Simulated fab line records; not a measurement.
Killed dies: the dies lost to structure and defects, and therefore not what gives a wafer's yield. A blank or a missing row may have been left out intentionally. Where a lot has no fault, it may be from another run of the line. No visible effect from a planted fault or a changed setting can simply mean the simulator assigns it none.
Comparing a struck lot with a sound one -- flow sky130 -- 37 steps out of a route of 708
Sound: wafers L829.2, L829.4, L829.6. Struck: wafer L817.3 (L817.4, L817.5, from the same lot, were not struck and are left out); the cause is given at the end.
Per side, at each step with rows, come the tool, then ch with its chambers, and then its first start. Under that, the readings that differ: sound wafers -- struck wafers -- difference of the means -- sigmas: that difference in standard deviations of wafers without a fault.
alike: words and numbers the same on both sides, and readings whose means are apart by under 2 such deviations; not compared: readings that were withheld, readings missing a value for some wafer, numbers with overlapping values and no deviation given by the record, and bounds like >300 which may hide the same value.
The two part at a step that has a row with sigmas, a row that says differs or no value, or rows on one side only. When numbers do not overlap yet have no deviation, they are printed without sigmas and do not part them. A reading missing from all wafers of one side parts the sides only when that side holds two or more wafers.

first, 10 steps without rows for these wafers: SKY_VIA2_CLEAN_18 (cleans in IPA, time 180 s); SKY_VIA2_CLEAN_19 (cleans in O3/DIW); SKY_VIA2_SPUTTER_20 (material TiN, target thk 20 nm, time 80 s); SKY_VIA2_CVD_21 (deposits W, target thk 420 nm, time 126.4 s); SKY_VIA2_CMP_24 (polishes, stops on SiO2, t overpolish 20 s, target thk 0 nm); SKY_METAL3_SPUTTER_00 (material Ti, target thk 15 nm, time 10 s); SKY_METAL3_SPUTTER_01 (material TiN, target thk 20 nm, time 16.7 s); SKY_METAL3_SPUTTER_02 (material AlCu, target thk 735 nm, time 39.1 s); SKY_METAL3_SPUTTER_03 (material Ti, target thk 5 nm, time 3.3 s); SKY_METAL3_SPUTTER_04 (material TiN, target thk 70 nm, time 58.3 s).
SKY_CAPM_CVD_00: deposits SiO2, target thk 15.5 nm.
  sound on pecvd-02 ch 0,1,2, day 43 01:07; struck on pecvd-04 ch 1, day 39 15:31
reading,sound,struck,difference,sigmas
model.SiO2_of_CAPM_CVD_00.thk-nm (nm),15.3 15.77 16.04,11.49,-4.21,
  alike: heater-power-outer-w, heater-power-w
SKY_CAPM_THK_MEAS_01:
  struck on film-metro-02, day 39 15:34; sound on film-metro-03, day 43 01:09
reading,sound,struck,difference,sigmas
CAPM_CVD_00_THK (nm),15.28 15.76 16.03,11.45,-4.24,-19
then, 23 steps without rows for these wafers: SKY_CAPM_SPUTTER_02 (material TiN, target thk 200 nm, time 166.7 s); SKY_CAPM_DEHYDRATE_05 (time 60 s); SKY_CAPM_HMDS_06 (prime time 60 s); SKY_CAPM_COAT_07 (resist thk 1140 nm); SKY_CAPM_SOFTBAKE_08 (time 60 s); SKY_CAPM_EXPOSE_09 (exposes mask CAPM, target cd 1000 nm); SKY_CAPM_PEB_10; SKY_CAPM_DEVELOP_11 (develop time 60 s); SKY_CAPM_METAL_ETCH_13 (etches TiN in Cl2/BCl3, stops on SiO2, target depth 220 nm, time 62.9 s); SKY_CAPM_STRIP_14 (strips in O2/N2); SKY_CAPM_STRIP_15 (strips in post etch residue remover, time 1200 s); SKY_CAPM_CLEAN_16 (cleans in IPA, time 180 s); SKY_CAPM_CLEAN_17 (cleans in O3/DIW); SKY_METAL3_DEHYDRATE_05 (time 60 s); SKY_METAL3_HMDS_06 (prime time 60 s); SKY_METAL3_COAT_07 (resist thk 60 nm); SKY_METAL3_COAT_08 (resist thk 1140 nm); SKY_METAL3_SOFTBAKE_09 (time 90 s); SKY_METAL3_EXPOSE_10 (exposes mask MM3, target cd 300 nm); SKY_METAL3_PEB_11; SKY_METAL3_DEVELOP_12 (develop time 60 s); SKY_METAL3_DESCUM_15 (chemistry O2, time 8 s); SKY_METAL3_ETCH_16 (etches BARC in N2/H2, stops on SiO2, time 88.2 s, target depth 60 nm).
-- the record jumps here: 2 days lie between the struck wafers' starts before and after --
SKY_METAL3_ETCH_17: etches SiO2 in C4F8/O2/Ar, stops on TiN, time 3.9 s, target depth 15 nm.
  sound on rie-diel-01 ch 0,1,2, day 44 22:59; struck on rie-diel-01 ch 2, day 41 17:04
reading,sound,struck,difference,sigmas
oes-product-au (a.u.),0.746 0.763 0.775,0.663,-0.098,-14
model.etch.depth-nm (nm),15.3 15.77 16.04,11.49,-4.21,
-- the record jumps here: 7 days lie between the struck wafers' starts before and after (it left off in module METAL3 and takes up again in module PAD_OPEN, whose first step shown is number 708 of the route) --
SKY_PAD_OPEN_PROBE_99:
  struck on prober-01, day 48 10:21; sound on prober-01, day 50 20:05
reading,sound,struck,difference,sigmas
model.etest.tester.sort-n-pass,422 402 399,92,-316,
model.etest.tester.sort-yield-pct (%),85.77 81.71 81.1,18.7,-64.2,
model.etest.tester.sort_bin_5_pct (%),7.724 9.756 11.79,74.8,+65.0,
model.etest.cap-mim.bv-v (V),13.61 14.47 14.21,10.15,-3.95,
model.etest.cap-mim.leak-log10-a-cm2,-8.894 -9.063 -8.881,-7.664,+1.282,
model.etest.cap-mim.c-ff-um2,2.381 2.294 2.263,3.172,+0.859,
model.etest.tester.sort_bin_8_pct (%),0 0 0,5.581e-06,+5.581e-06,
  alike: defect-limited-yield, killed_at_M0_to_M3, killed_at_M4_up, killed-at-contacts, killed-at-front-end, killed-at-other, killed-dies, killed-open, killed-short

== WHERE THEY PART ==
At SKY_CAPM_THK_MEAS_01 first; at SKY_METAL3_ETCH_17 last (within this record only). Later steps at which nothing parts them and some readings are alike: SKY_PAD_OPEN_PROBE_99.

WHY: the cause the simulator had injected
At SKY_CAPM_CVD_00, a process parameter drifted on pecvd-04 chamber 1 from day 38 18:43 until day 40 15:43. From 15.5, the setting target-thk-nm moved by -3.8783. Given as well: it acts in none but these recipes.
